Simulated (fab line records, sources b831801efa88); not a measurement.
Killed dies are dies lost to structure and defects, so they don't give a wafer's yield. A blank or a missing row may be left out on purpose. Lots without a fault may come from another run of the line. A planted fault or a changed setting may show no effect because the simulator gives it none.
One fault seen from 2 desks | flow sfq_line | each desk has only its own numbers; what lay behind them comes last

THE METROLOGY DESK
What the gauges read, lot by lot, whatever tool the lot ran on: means of the sampled wafers that have a number. A lot is out of limits, marked OUT, if its mean lies more than 4 standard deviations from the usual mean; the brackets give that distance.
Columns: A = M4_OVL at SFQ_M4_OVL_MEAS_926, usual -3 nm; B = I7_OVL at SFQ_I7_OVL_MEAS_947, usual -2 nm
lot  | first seen here | A   | B
L504 | day 49 15:50    | -8  | -1
L505 | day 49 21:50    | -1  | -7
L506 | day 53 10:35    | -9  | -
L507 | day 53 11:46    | -5  | -
L508 | day 53 17:46    | 2   | -
L513 | day 54 08:11    | -10 | 3
L515 | day 54 11:47    | 0   | -3
L517 | day 54 22:32    | -2  | -5
L518 | day 54 23:44    | 3   | 8
L519 | day 57 08:21    | -5  | -3
L520 | day 58 15:16    | -4  | -8
L521 | day 59 00:53    | -6  | 12
L522 | day 59 13:00    | 5   | -4
L523 | day 59 16:35    | -0  | -10
L524 | day 64 07:07    | -1  | -7
This desk's finding: nothing out of limits on any of the 15 lots.

THE TOOL OWNER'S DESK: litho_track-02
The tool's own readings at SFQ_TRILAYER_M6_LITHO_PEB_162 (peb time 60 s): means of the sampled wafers that have a number, for each lot that ran on this tool. A lot is out of limits, marked OUT, if its mean lies more than 4 standard deviations from the usual mean; the brackets give that distance.
Columns: A = chill_plate_temp_C at SFQ_TRILAYER_M6_LITHO_PEB_162, usual 23.02 C; B = exhaust_pa at SFQ_TRILAYER_M6_LITHO_PEB_162, usual 44.9 Pa
lot  | first seen here | A     | B
L517 | day 77 18:23    | 23.28 | 45.5
L520 | day 79 14:53    | 23.17 | 43.6
L522 | day 80 22:50    | 23.14 | 44.7
L523 | day 81 00:01    | 23.08 | 45.6
This desk's finding: nothing out of limits on any of the 4 lots.

PUT TOGETHER
The metrology desk saw nothing out of limits.
The tool owner's desk saw nothing out of limits.

WHAT THE SIMULATOR HAD PUT IN
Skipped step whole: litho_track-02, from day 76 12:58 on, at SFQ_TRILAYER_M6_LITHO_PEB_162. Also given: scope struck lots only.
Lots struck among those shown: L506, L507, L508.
